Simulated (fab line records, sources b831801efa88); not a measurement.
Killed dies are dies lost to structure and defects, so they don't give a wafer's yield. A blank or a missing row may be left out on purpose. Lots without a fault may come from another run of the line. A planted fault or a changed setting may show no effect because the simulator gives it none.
Tool commonality check | flow gf180mcu | 14 lots, 42 wafers sampled

WHY IT WAS OPENED
At GF_NSD_CD_MEAS_07 the reading cd_nm is flagged on 2 of 14 lots. Wafers without a fault read 400.2 nm, standard deviation 1.9.
Rule: a lot is flagged when every wafer of it that has a number lies more than 4 standard deviations from that mean, or none has a number. The other lots count as sound.

lot  | measured     | on        | cd_nm (nm), wafer by wafer | flag
L847 | day 13 17:12 | cd_sem-02 | 397.1 397.9 396.4          |
L849 | day 14 15:12 | cd_sem-01 | 401.1 400.4 402.4          |
L850 | day 14 18:05 | cd_sem-01 | 400.6 402.2 401.8          |
L851 | day 15 10:20 | cd_sem-01 | 402.7 402.1 401.1          |
L852 | day 15 10:36 | cd_sem-01 | 401.2 402.4 403.2          |
L853 | day 15 20:37 | cd_sem-01 | 399.2 400.0 400.4          |
L854 | day 16 01:29 | cd_sem-01 | 398.6 397.7 397.0          |
L859 | day 17 20:16 | cd_sem-01 | 398.7 398.9 399.1          |
L860 | day 18 05:54 | cd_sem-02 | 429.8 426.6 431.1          | FLAGGED
L862 | day 18 16:59 | cd_sem-01 | 432.1 433.0 431.1          | FLAGGED
L866 | day 20 07:39 | cd_sem-02 | 398.5 397.1 399.3          |
L867 | day 20 16:54 | cd_sem-01 | 401.5 400.5 401.0          |
L868 | day 20 21:14 | cd_sem-01 | 398.5 402.9 397.8          |
L869 | day 21 07:38 | cd_sem-02 | 398.0 400.9 398.8          |
The numbers of the flagged lots are 430.6 nm on average: +30.4 nm against the usual, or +16 standard deviations.

WHICH TOOL RAN EACH LOT
The record holds 1 process step before the reading, out of a route of 602 steps. In each cell: the tool, then ch and the chambers that the sampled wafers went through, then the start.
lot  | flag    | GF_NSD_DEVELOP_06
L847 |         | litho_track-04 ch 0, day 13 17:04
L849 |         | litho_track-04 ch 0, day 14 15:04
L850 |         | litho_track-02 ch 0, day 14 17:57
L851 |         | litho_track-02 ch 0, day 15 10:12
L852 |         | litho_track-02 ch 0, day 15 10:27
L853 |         | litho_track-02 ch 0, day 15 20:29
L854 |         | litho_track-02 ch 0, day 16 01:21
L859 |         | litho_track-02 ch 0, day 17 20:08
L860 | FLAGGED | litho_track-02 ch 0, day 18 05:45
L862 | FLAGGED | litho_track-02 ch 0, day 18 16:51
L866 |         | litho_track-03 ch 0, day 20 07:31
L867 |         | litho_track-03 ch 0, day 20 16:46
L868 |         | litho_track-04 ch 0, day 20 21:06
L869 |         | litho_track-03 ch 0, day 21 07:29
What these steps do:
- GF_NSD_DEVELOP_06: develop time 60 s.
- GF_NSD_CD_MEAS_07: target cd 400 nm.

FLAGGED OVER TOTAL, TOOL BY TOOL (the gauges that took the reading come last)
step              | tool           | lots run | flagged | share of the flagged lots | sound lots run after its first flagged lot
GF_NSD_DEVELOP_06 | litho_track-02 | 8        | 2       | all                       | 0
GF_NSD_DEVELOP_06 | litho_track-03 | 3        | 0       | none                      | -
GF_NSD_DEVELOP_06 | litho_track-04 | 3        | 0       | none                      | -
GF_NSD_CD_MEAS_07 | cd_sem-01      | 10       | 1       | some                      | 2 (L867,L868)
GF_NSD_CD_MEAS_07 | cd_sem-02      | 4        | 1       | some                      | 2 (L866,L869)

WHAT THE TABLE ALLOWS
1 row of the table ran every flagged lot: litho_track-02 at GF_NSD_DEVELOP_06.
- litho_track-02 at GF_NSD_DEVELOP_06: 2 of its 8 lots flagged. Its last sound lot is L859 (day 17 20:08), its first flagged lot L860 (day 18 05:45): a fault that began between those two fits.
One tool is left: litho_track-02 at GF_NSD_DEVELOP_06.

WHAT THE SIMULATOR HAD PUT IN
Process parameter drift: litho_track-02, from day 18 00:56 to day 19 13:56, at GF_NSD_DEVELOP_06. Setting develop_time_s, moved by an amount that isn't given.
Lots struck among those shown: L860, L862. The rule above found the same.
